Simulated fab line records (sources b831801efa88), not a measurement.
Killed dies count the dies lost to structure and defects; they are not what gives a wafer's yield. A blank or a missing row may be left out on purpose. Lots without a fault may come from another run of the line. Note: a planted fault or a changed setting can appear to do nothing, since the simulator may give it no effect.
fab line records	flow sky130
record lots=11	wafers=33	last_day=49
route steps=708 shown GATE_OXIDE@200 POLY_GATE@218 LDD_N@253 LDD_HVN@269 PAD_OPEN@708
lots that met no fault: taken from a fault-free run of the same line
start_h: the number of hours between the record's first day and the start of the first shown wafer of the lot	wait_h: hours from the lot's prior step to this one	" same as the row above	L1.1+2: several wafers, shown together as one row	- no value present, or no start provided	* or withheld: withheld	< > ~ a bound
route shown NAME@n: names a module that has steps shown in the file, with the first one's number in the route	usual: mean and standard deviation over wafers with no fault	same: alike in all rows	chamber/n: place in a boat	sites: the reading at each site	_std_site: their standard deviation	_edge_site: outer sites' mean less inner sites'	radius_mm: for every site, how far away it sits from the centre of the wafer	mask NAME#n: copy n	behind: the most recent tool/chamber to have shaped the wafer	hold: reason for holding the lot/hours on hold/outcome of the hold	device: which transistor (n, p or np) failed to switch	end of line: the route-end tests of the same wafers	a step without rows: its recipe alone	killed: the dies lost at the first sort to structure and to defects; this is not the yield of the wafer	map: a wafer's dies, marking killed ones x, the rest . and places with no die _
set.NAME: the setting the step ran with; set.NAME@STEP: the setting that earlier step ran with	model.NAME: the simulator's own value behind a step, which no gauge read
the route's steps for a sample of lots (tables are steps, rows are wafers)
services: a tool's chamber out of use, with start hour (start_h, from the record's first day; less than 0 if before it), hours out, and reason
## steps
# step SKY_GATE_OXIDE_STRIP_13
# recipe chemistry=O2/N2	power_w=1400	pressure_mtorr=1500	platen_temp_c=withheld	o2_flow_sccm=3000	n2_flow_sccm=300	overash_fraction=0.5
# usual drypump_motor_current_A=5.5/0.47	oes_product_au=0.716/0.0046	strip_time_to_endpoint_s=14.06/0.035
lot.wafer	tool	chamber	start_h	wait_h	drypump_motor_current_A	oes_product_au	rf_hours_counter_h	strip_time_to_endpoint_s
L620.1	plasma_asher-04	1	322.92	0.0	4.9	0.703	20	14.03
L620.2	"	0	"	"	5.5	0.713	20	14.03
L620.3	"	1	"	"	4.9	0.715	-	14.09
L621.2	plasma_asher-01	0	327.17	0.0	6.2	0.720	65	14.00
L621.3	"	0	"	"	6.2	0.716	-	14.04
L621.4	"	1	"	"	6.0	0.713	-	13.97
L624.1	plasma_asher-03	0	359.29	0.0	5.0	0.713	65	14.08
L624.2	"	1	"	"	5.3	0.708	65	14.06
L624.5	"	0	"	"	5.1	0.718	-	14.12
L626.3	plasma_asher-01	0	365.43	0.0	6.2	0.715	-	14.03
L626.4	"	1	"	"	6.0	0.715	-	14.04
L626.5	"	1	"	"	6.0	0.723	-	14.03
L627.3	plasma_asher-01	1	371.54	0.0	6.0	0.719	-	14.09
L627.5	"	1	"	"	6.0	0.719	-	14.12
L627.6	"	0	"	"	6.2	0.724	-	14.05
L631.3	plasma_asher-04	1	412.33	0.0	5.0	0.715	-	13.99
L631.4	"	0	"	"	5.5	0.717	-	13.98
L631.5	"	0	"	"	5.5	0.717	-	14.04
L633.1	plasma_asher-04	0	425.14	0.0	5.5	0.717	30	14.05
L633.3	"	0	"	"	5.4	0.718	-	14.06
L633.6	"	0	"	"	5.5	0.719	-	14.13
L634.1	plasma_asher-03	1	435.10	0.0	5.3	0.725	0	14.10
L634.2	"	0	"	"	5.1	0.713	0	14.10
L634.6	"	1	"	"	5.3	0.709	-	14.09
L635.4	plasma_asher-04	1	442.09	0.0	4.9	0.719	-	14.06
L635.5	"	0	"	"	5.5	0.718	-	14.10
L635.6	"	1	"	"	4.9	0.717	-	14.05
L638.4	plasma_asher-04	0	472.97	0.0	5.5	0.720	-	14.09
L638.5	"	1	"	"	4.9	0.709	-	14.08
L638.6	"	0	"	"	5.4	0.719	-	14.07
L639.2	plasma_asher-03	1	476.61	0.0	5.3	0.719	5	14.02
L639.4	"	0	"	"	5.1	0.721	-	14.02
L639.6	"	1	"	"	5.3	0.711	-	14.05
# step SKY_POLY_GATE_THK_MEAS_04
# recipe reads=Si3N4_of_POLY_GATE_CVD_03
# usual POLY_GATE_CVD_03_THK=75.1/0.53
lot.wafer	tool	chamber	start_h	wait_h	POLY_GATE_CVD_03_THK[nm]
L620.1	film_metro-01	-	356.69	0.0	74.7
L620.2	"	-	"	"	75.4
L620.3	"	-	"	"	75.3
L621.2	film_metro-04	-	360.90	0.0	75.6
L621.3	"	-	"	"	75.3
L621.4	"	-	"	"	75.5
L624.1	film_metro-01	-	394.69	0.0	75.8
L624.2	"	-	"	"	74.9
L624.5	"	-	"	"	75.5
L626.3	film_metro-03	-	398.55	0.0	75.3
L626.4	"	-	"	"	75.4
L626.5	"	-	"	"	74.9
L627.3	film_metro-01	-	406.23	0.0	75.1
L627.5	"	-	"	"	75.2
L627.6	"	-	"	"	75.2
L631.3	film_metro-04	-	448.63	0.0	75.4
L631.4	"	-	"	"	75.6
L631.5	"	-	"	"	75.1
L633.1	film_metro-01	-	461.37	0.0	74.4
L633.3	"	-	"	"	74.8
L633.6	"	-	"	"	74.9
L634.1	film_metro-04	-	470.88	0.0	75.4
L634.2	"	-	"	"	75.9
L634.6	"	-	"	"	75.0
L635.4	film_metro-03	-	479.31	0.0	75.6
L635.5	"	-	"	"	74.8
L635.6	"	-	"	"	73.7
L638.4	film_metro-03	-	509.17	0.0	74.7
L638.5	"	-	"	"	74.6
L638.6	"	-	"	"	74.3
L639.2	film_metro-01	-	514.04	0.0	74.6
L639.4	"	-	"	"	75.6
L639.6	"	-	"	"	74.9
# step SKY_LDD_N_STRIP_16
# recipe chemistry=O2/N2	power_w=1400	pressure_mtorr=1500	platen_temp_c=withheld	o2_flow_sccm=3000	n2_flow_sccm=300	overash_fraction=0.5
# usual drypump_motor_current_A=5.11/0.23	oes_product_au=0.407/0.0045	strip_time_to_endpoint_s=4.316/0.015
lot.wafer	tool	chamber	start_h	wait_h	drypump_motor_current_A	oes_product_au	rf_hours_counter_h	strip_time_to_endpoint_s
L620.1	plasma_asher-03	1	419.55	0.1	5.33	0.396	70	4.320
L620.2	"	0	"	"	5.10	0.419	70	4.316
L620.3	"	1	"	"	5.31	0.405	-	4.314
L621.2	plasma_asher-02	0	422.75	0.1	4.77	0.410	61	4.315
L621.3	"	1	"	"	5.03	0.409	-	4.325
L621.4	"	0	"	"	4.79	0.405	-	4.327
L624.1	plasma_asher-03	0	460.49	0.1	5.09	0.404	3	4.294
L624.2	"	1	"	"	5.32	0.400	3	4.312
L624.5	"	1	"	"	5.31	0.408	-	4.311
L626.3	plasma_asher-03	0	462.74	0.1	5.12	0.416	-	4.305
L626.4	"	1	"	"	5.30	0.399	-	4.329
L626.5	"	0	"	"	5.09	0.408	-	4.322
L627.3	plasma_asher-04	0	471.99	0.1	5.44	0.406	-	4.292
L627.5	"	0	"	"	5.46	0.414	-	4.301
L627.6	"	1	"	"	4.96	0.407	-	4.311
L631.3	plasma_asher-04	1	515.17	0.1	4.97	0.403	-	4.325
L631.4	"	0	"	"	5.46	0.410	-	4.339
L631.5	"	1	"	"	4.95	0.401	-	4.317
L633.1	plasma_asher-04	1	528.94	0.1	4.94	0.400	41	4.299
L633.3	"	0	"	"	5.44	0.404	-	4.288
L633.6	"	1	"	"	4.94	0.409	-	4.293
L634.1	plasma_asher-03	1	535.95	0.1	5.29	0.409	9	4.334
L634.2	"	0	"	"	5.12	0.407	9	4.325
L634.6	"	1	"	"	5.31	0.408	-	4.355
L635.4	plasma_asher-02	1	544.09	0.1	5.01	0.405	-	4.324
L635.5	"	1	"	"	5.01	0.407	-	4.310
L635.6	"	0	"	"	4.73	0.400	-	4.343
L638.4	plasma_asher-04	1	572.92	0.1	4.95	0.402	-	4.302
L638.5	"	1	"	"	4.97	0.411	-	4.318
L638.6	"	0	"	"	5.46	0.406	-	4.303
L639.2	plasma_asher-02	1	578.10	0.1	5.02	0.400	78	4.299
L639.4	"	0	"	"	4.76	0.397	-	4.293
L639.6	"	1	"	"	5.02	0.401	-	4.305
# step SKY_LDD_HVN_COAT_02
# recipe resist=NOVOLAK	spin_rpm=3000	resist_thk_nm=300
# usual spin_speed_rpm=2999.4/2.2
lot.wafer	tool	chamber	start_h	wait_h	spin_speed_rpm
L620.1	litho_track-03	0	466.52	0.1	3000.2
L620.2	"	0	"	"	2997.6
L620.3	"	0	"	"	2998.7
L621.2	litho_track-03	0	469.24	0.1	2999.4
L621.3	"	0	"	"	3000.1
L621.4	"	0	"	"	2997.9
L624.1	litho_track-04	0	505.38	0.1	3002.0
L624.2	"	0	"	"	2995.7
L624.5	"	0	"	"	2996.3
L626.3	litho_track-03	0	508.57	0.1	3001.8
L626.4	"	0	"	"	2999.4
L626.5	"	0	"	"	3002.1
L627.3	litho_track-02	0	518.47	0.1	3000.8
L627.5	"	0	"	"	3000.8
L627.6	"	0	"	"	2997.6
L631.3	litho_track-03	0	561.17	0.1	3148.2
L631.4	"	0	"	"	3146.3
L631.5	"	0	"	"	3145.4
L633.1	litho_track-04	0	574.73	0.1	3000.9
L633.3	"	0	"	"	2999.0
L633.6	"	0	"	"	2999.9
L634.1	litho_track-04	0	580.68	0.1	2998.1
L634.2	"	0	"	"	3002.8
L634.6	"	0	"	"	2998.1
L635.4	litho_track-03	0	588.94	0.1	3144.9
L635.5	"	0	"	"	3145.3
L635.6	"	0	"	"	3144.1
L638.4	litho_track-04	0	617.45	0.1	3000.1
L638.5	"	0	"	"	3003.3
L638.6	"	0	"	"	3000.6
L639.2	litho_track-04	0	621.70	0.1	2995.6
L639.4	"	0	"	"	3000.4
L639.6	"	0	"	"	2997.3
# step SKY_LDD_HVN_STRIP_09
# recipe chemistry=O2/N2	power_w=1400	pressure_mtorr=1500	platen_temp_c=withheld	o2_flow_sccm=3000	n2_flow_sccm=300	overash_fraction=0.5
# usual drypump_motor_current_A=5.3/0.47	oes_product_au=0.408/0.0045	strip_time_to_endpoint_s=4.132/0.014
lot.wafer	tool	chamber	start_h	wait_h	drypump_motor_current_A	oes_product_au	rf_hours_counter_h	strip_time_to_endpoint_s
L620.1	plasma_asher-03	0	481.95	0.1	5.1	0.411	5	4.132
L620.2	"	1	"	"	5.3	0.408	5	4.128
L620.3	"	1	"	"	5.3	0.409	-	4.146
L621.2	plasma_asher-02	1	484.75	0.1	5.0	0.408	68	4.140
L621.3	"	0	"	"	4.8	0.399	-	4.140
L621.4	"	1	"	"	5.0	0.394	-	4.125
L624.1	plasma_asher-01	1	522.05	0.1	6.0	0.399	85	4.158
L624.2	"	0	"	"	6.2	0.401	85	4.136
L624.5	"	0	"	"	6.2	0.411	-	4.133
L626.3	plasma_asher-02	1	524.85	0.1	5.0	0.399	-	4.123
L626.4	"	0	"	"	4.8	0.407	-	4.128
L626.5	"	1	"	"	5.0	0.409	-	4.133
L627.3	plasma_asher-03	0	534.53	0.1	5.1	0.407	-	4.117
L627.5	"	1	"	"	5.3	0.415	-	4.124
L627.6	"	0	"	"	5.1	0.406	-	4.131
L631.3	plasma_asher-01	1	576.18	0.1	6.0	0.407	-	4.075
L631.4	"	0	"	"	6.2	0.415	-	4.055
L631.5	"	0	"	"	6.2	0.406	-	4.062
L633.1	plasma_asher-03	1	589.95	0.1	5.3	0.416	14	4.116
L633.3	"	1	"	"	5.3	0.407	-	4.148
L633.6	"	0	"	"	5.1	0.407	-	4.142
L634.1	plasma_asher-03	1	595.81	0.1	5.3	0.408	15	4.130
L634.2	"	0	"	"	5.1	0.413	15	4.115
L634.6	"	1	"	"	5.3	0.407	-	4.121
L635.4	plasma_asher-02	1	603.73	0.1	5.0	0.409	-	4.038
L635.5	"	1	"	"	5.0	0.408	-	4.030
L635.6	"	0	"	"	4.8	0.395	-	4.046
L638.4	plasma_asher-02	0	632.03	0.1	4.8	0.403	-	4.135
L638.5	"	0	"	"	4.8	0.400	-	4.152
L638.6	"	1	"	"	5.0	0.406	-	4.146
L639.2	plasma_asher-01	1	636.41	0.1	6.0	0.408	96	4.128
L639.4	"	0	"	"	6.2	0.399	-	4.116
L639.6	"	0	"	"	6.2	0.414	-	4.107
# step SKY_PAD_OPEN_PROBE_99
# usual killed_at_M0_to_M3=43/7.1	killed_at_M4_up=3/1.7	killed_at_contacts=25/5.6	killed_at_front_end=16/4.1	killed_at_other=0.2/0.49	killed_dies=87/9.8	killed_on_rim=17/3.8	killed_open=47/7.6	killed_short=40/6.1
# same gross_dies=492	killed_at_back_side=0
lot.wafer	tool	chamber	start_h	wait_h	killed_at_M0_to_M3	killed_at_M4_up	killed_at_contacts	killed_at_front_end	killed_at_other	killed_dies	killed_on_rim	killed_open	killed_short
L638.4	prober-01	-	1185.39	0.2	38	3	26	14	0	81	14	38	43
L638.5	prober-01	-	1185.44	0.2	56	1	29	11	0	97	17	48	49
L638.6	prober-01	-	1185.49	0.2	41	3	25	17	0	86	15	46	40
L639.2	prober-02	-	1185.82	0.1	59	6	32	10	1	108	22	56	52
L639.4	prober-02	-	1185.92	0.2	34	2	36	9	0	81	17	39	42
L639.6	prober-02	-	1186.02	0.2	30	3	20	15	1	69	14	40	29
# killed by level:class
L638.4 CONTACT:geometric_particle:short=9 LI_CONTACT:geometric_particle:open=7 CONTACT:geometric_particle:open=7 VIA1:geometric_particle:open=6 VIA3:geometric_particle:short=5 SPACER:geometric_particle:short=4 METAL2:geometric_particle:short=4 METAL1:geometric_particle:short=4
L638.5 VIA1:geometric_particle:open=16 CONTACT:geometric_particle:open=11 METAL1:geometric_particle:short=8 VIA3:geometric_particle:open=7 LI_CONTACT:geometric_particle:open=6 LOCAL_INTERCONNECT:geometric_particle:short=6 VIA1:geometric_particle:short=6 METAL3:geometric_particle:short=5
L638.6 CONTACT:geometric_particle:open=11 VIA1:geometric_particle:open=10 METAL1:geometric_particle:short=9 LI_CONTACT:geometric_particle:open=8 CONTACT:geometric_particle:short=5 VIA2:geometric_particle:short=4 VIA2:geometric_particle:open=4 FIELD_ISO:geometric_particle:short=3
L639.2 VIA3:geometric_particle:open=12 CONTACT:geometric_particle:open=12 LI_CONTACT:geometric_particle:open=8 VIA1:geometric_particle:open=8 VIA1:geometric_particle:short=7 METAL2:geometric_particle:short=6 FIELD_ISO:geometric_particle:short=5 METAL1:geometric_particle:short=5
L639.4 CONTACT:geometric_particle:open=11 LI_CONTACT:geometric_particle:open=9 CONTACT:geometric_particle:short=8 VIA3:geometric_particle:open=7 VIA1:geometric_particle:open=7 LOCAL_INTERCONNECT:geometric_particle:short=6 POLY_GATE:geometric_particle:short=5 METAL1:geometric_particle:short=5
L639.6 VIA1:geometric_particle:open=9 FIELD_ISO:geometric_particle:open=7 CONTACT:geometric_particle:open=6 VIA1:geometric_particle:short=5 VIA2:geometric_particle:open=5 POLY_GATE:geometric_particle:open=4 LOCAL_INTERCONNECT:geometric_particle:short=4 LI_CONTACT:geometric_particle:short=4
## services
tool	chamber	start_h	hours	kind
plasma_asher-02	-	320.15	2.8	pm
plasma_asher-02	-	334.47	5.1	repair
plasma_asher-03	-	402.19	4.3	repair
plasma_asher-03	-	421.25	9.0	pm
plasma_asher-03	0	421.25	9.5	vent_cycle
plasma_asher-03	1	421.25	9.5	vent_cycle
plasma_asher-03	-	428.03	2.7	repair
plasma_asher-03	0	430.25	-	clean
plasma_asher-03	1	430.25	-	clean
plasma_asher-01	-	472.60	2.8	pm
plasma_asher-03	-	505.81	23.8	repair
plasma_asher-01	-	529.24	4.1	repair
## key
first_sign step=SKY_LDD_HVN_COAT_02	reading=spin_speed_rpm	direction=up	sigmas=65	usual=2999.4	struck=3145.7
effect step=SKY_LDD_HVN_STRIP_09	reading=strip_time_to_endpoint_s	direction=down	sigmas=6	usual=*	struck=*
met_at SKY_LDD_HVN_COAT_02
struck_lots L631,L635
tester_left_out L631,L635
not_acting_at SKY_GATE_OXIDE_STRIP_13,SKY_POLY_GATE_THK_MEAS_04,SKY_LDD_N_STRIP_16
onset_between 508.57 561.17
fault kind=process_parameter_drift	tool=litho_track-03	chamber=-	onset_h=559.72	steps=SKY_LDD_HVN_COAT_02	channel=spin_rpm	offset=146.17	shape=step	end_h=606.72	acts_in=these_recipes_only	stated=3000
# tester_left_out: of these lots the tester's yield and bins aren't shown, on N5 and GAA mostly nor the transistor test; their killed dies are dies lost to structure and defects alone, not to doping, threshold or leakage, so they don't give the yield
